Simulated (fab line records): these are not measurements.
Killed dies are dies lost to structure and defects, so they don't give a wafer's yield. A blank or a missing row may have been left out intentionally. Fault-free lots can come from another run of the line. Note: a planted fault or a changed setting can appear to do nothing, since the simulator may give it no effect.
Matching of chambers | flow gf180mcu | rie diel-01 running GF_CONTACT_ETCH_16: 4 sister chambers
The step etches BARC in N2/H2. 8 wafers are shown with their chamber, then 7 later ones without.

WAFERS WITH THEIR CHAMBER
wafer  | chamber | drypump motor current A (A) | throttle valve pct (%)
L547.2 | 1       | 5.6                         | 13.225
L548.1 | 3       | 5.0                         | 13.211
L548.2 | 1       | 5.6                         | 13.227
L549.1 | 0       | 6.3                         | 13.208
L549.3 | 2       | 5.7                         | 13.216
L549.6 | 3       | 5.0                         | 13.235
L552.3 | 2       | 5.7                         | 13.206
L552.4 | 0       | 6.4                         | 13.220

WAFERS WITHOUT THEIR CHAMBER
wafer  | drypump motor current A (A) | throttle valve pct (%)
L552.5 | 6.4                         | 13.207
L553.1 | 6.4                         | 13.234
L553.2 | 5.7                         | 13.224
L553.3 | 5.6                         | 13.225
L554.2 | 6.3                         | 13.217
L554.3 | 5.6                         | 13.215
L554.5 | 5.6                         | 13.224

THE CHAMBER EACH PASSED THROUGH
wafer  | from the rows above     | in truth
L552.5 | 0                       | 0
L553.1 | 0                       | 0
L553.2 | can't be placed: 2 or 1 | 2
L553.3 | 1                       | 1
L554.2 | 0                       | 0
L554.3 | can't be placed: 1 or 2 | 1
L554.5 | 1                       | 1
Placed correctly: 5 of 7. From these rows, 2 cannot be placed; in 2 the true chamber is one of the candidates. Wrongly placed: 0.
How it was worked out, from the rows above alone: a wafer's distance from a chamber is the root of the sum, over the readings, of the square of ((its reading less the chamber's mean) divided by the reading's scatter). The wafer belongs to the nearest chamber; if the next one is less than 2 further off, it can't be placed. For every chamber, the mean is computed from those of its wafers that are shown. The scatter: the root of (the sum of the squares of (reading less its chamber's mean) over the shown wafers, divided by (wafers less chambers)).
